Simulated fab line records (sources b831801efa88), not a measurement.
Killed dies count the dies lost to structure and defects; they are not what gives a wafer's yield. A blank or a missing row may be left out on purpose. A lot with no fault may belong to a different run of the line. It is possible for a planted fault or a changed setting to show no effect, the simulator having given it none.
2 desks looking at one fault -- flow sky130 -- every desk sees just its own numbers, and what lay behind them comes last

THE TOOL OWNER'S DESK: hdpcvd-01
The tool's own readings at SKY_VIA4_HDPCVD_00 (deposits SiO2, target thk 1750 nm, time 291.7 s): means of the sampled wafers that have a number, for each lot that ran on this tool. A lot is out of limits, marked OUT, if its mean lies more than 4 standard deviations from the usual mean; the brackets give that distance.
Columns: A = pressureMtorr at SKY_VIA4_HDPCVD_00, usual 5.998 mTorr; B = runLengthS at SKY_VIA4_HDPCVD_00, usual 319.5 s
lot,first seen here,A,B
L977,day 41 21:27,5.999,319.5
L981,day 42 13:53,5.995,319.8
L984,day 43 14:35,5.992,319.3
L986,day 43 23:05,6.006,319.4
L989,day 44 20:51,5.994,319.2
L994,day 46 04:43,5.982,319.4
L996,day 46 13:07,6.010,407.7 (+99 or more) OUT
L998,day 47 17:37,6.008,407.5 (+99 or more) OUT
L999,day 47 18:34,5.995,407.8 (+99 or more) OUT
This desk finds L996, L998, L999 out of limits, L996 being first, at day 46 13:07 (runLengthS at SKY_VIA4_HDPCVD_00). Within limits: L977, L981, L984, L986, L989, L994.

METROLOGY DESK
Lot by lot, what the gauges showed, no matter which tool ran the lot: averages of those sampled wafers that carry a number. A lot is out of limits, marked OUT, if its mean lies more than 4 standard deviations from the usual mean; the brackets give that distance.
Columns: A = VIA3_BOW at SKY_VIA3_BOW_MEAS_03, usual 80 um; B = CAP2M_OVL at SKY_CAP2M_OVL_MEAS_12, usual 0.6 nm; C = VIA4_HDPCVD_THK at SKY_VIA4_THK_MEAS_01, usual 1752 nm
lot,first seen here,A,B,C
L977,day 38 18:29,94,-1.1,1746
L979,day 39 04:38,76,-0.1,1757
L981,day 39 10:48,71,2.8,1762
L984,day 40 14:10,77,1.9,1750
L985,day 40 18:48,84,0.2,1740
L986,day 40 21:50,73,0.4,1752
L989,day 41 20:41,81,3.3,1743
L994,day 43 05:55,86,1.1,1769
L996,day 43 17:20,79,1.2,2301 (+34) OUT
L997,day 44 08:14,77,-0.2,1753
L998,day 45 00:29,85,-0.7,2275 (+33) OUT
L999,day 45 01:07,83,2.9,2295 (+34) OUT
This desk's finding: out of limits on L996, L998, L999; first on L996, day 46 13:18 (VIA4_HDPCVD_THK at SKY_VIA4_THK_MEAS_01). Within limits: L977, L979, L981, L984, L985, L986, L989, L994, L997.

BROUGHT TOGETHER
The tool owner's desk had the chance to raise an alarm at day 46 13:07 on L996, L998, L999.
The metrology desk could have raised an alarm at day 46 13:18, on L996, L998, L999.
SKY_VIA4_HDPCVD_00 was run on hdpcvd-01 by each of the lots named.

WHAT WAS PUT IN BY THE SIMULATOR
hdpcvd-01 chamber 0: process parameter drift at SKY_VIA4_HDPCVD_00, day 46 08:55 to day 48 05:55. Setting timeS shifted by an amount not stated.
Shown lots that were struck: L996, L998, L999.
Counting hours from when the fault started, the first reading out of limits came at 4 for the tool owner's desk and at 4 for the metrology desk.
